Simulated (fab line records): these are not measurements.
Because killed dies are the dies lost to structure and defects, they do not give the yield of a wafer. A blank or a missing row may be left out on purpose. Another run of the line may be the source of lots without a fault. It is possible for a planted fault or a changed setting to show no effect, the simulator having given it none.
Matching of chambers    flow sky130    SKY_CONTACT_ETCH_17 on rie-diel-02 has 4 sister chambers
The step etches SiO2 in C4F8/O2/Ar, stops on Si3N4, target depth 340 nm. 8 wafers are shown with their chamber, then 8 later ones without.

## WAFERS, EACH WITH ITS CHAMBER
wafer   chamber  oes-product-au (a.u.)  chamber-pressure-mTorr (mTorr)
L481.6  0        0.885                  40.01
L483.2  0        0.888                  39.97
L484.2  3        0.883                  40.04
L484.5  3        0.895                  40.01
L498.1  1        0.895                  40.11
L498.2  2        0.898                  40.05
L498.5  2        0.896                  39.96
L499.4  1        0.891                  40.00

## WAFERS WITHOUT THEIR CHAMBER
wafer   oes-product-au (a.u.)  chamber-pressure-mTorr (mTorr)
L499.5  0.888                  39.89
L499.6  0.894                  40.04
L500.1  0.894                  40.03
L500.3  0.886                  39.96
L500.5  0.885                  40.00
L501.2  0.893                  39.99
L501.3  0.896                  40.03
L501.6  0.895                  40.00

## CHAMBER TAKEN BY EACH
wafer   from the rows above                in truth
L499.5  can't be placed: 0 or 3 or 2 or 1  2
L499.6  can't be placed: 1 or 2 or 3 or 0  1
L500.1  can't be placed: 1 or 2 or 3 or 0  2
L500.3  can't be placed: 0 or 3 or 1 or 2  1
L500.5  can't be placed: 0 or 3 or 1       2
L501.2  can't be placed: 2 or 3 or 1 or 0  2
L501.3  can't be placed: 2 or 1 or 3 or 0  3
L501.6  can't be placed: 2 or 1 or 3 or 0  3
Correct placement for 0 of the 8. Cannot be placed on the basis of these rows: 8; the candidates contain the true chamber in 7. Placed wrongly: 0.
How it was worked out, from the rows above alone: a wafer's distance from a chamber is the root of the sum, over the readings, of the square of ((its reading less the chamber's mean) divided by the reading's scatter). If the next closest chamber is less than 2 further off than the closest, the wafer can't be placed; otherwise it belongs to the closest. Each chamber's mean is taken over the wafers shown for it. The scatter: take each reading less its chamber's mean, square it, sum over the shown wafers, divide by the number of wafers less the number of chambers, and take the root.
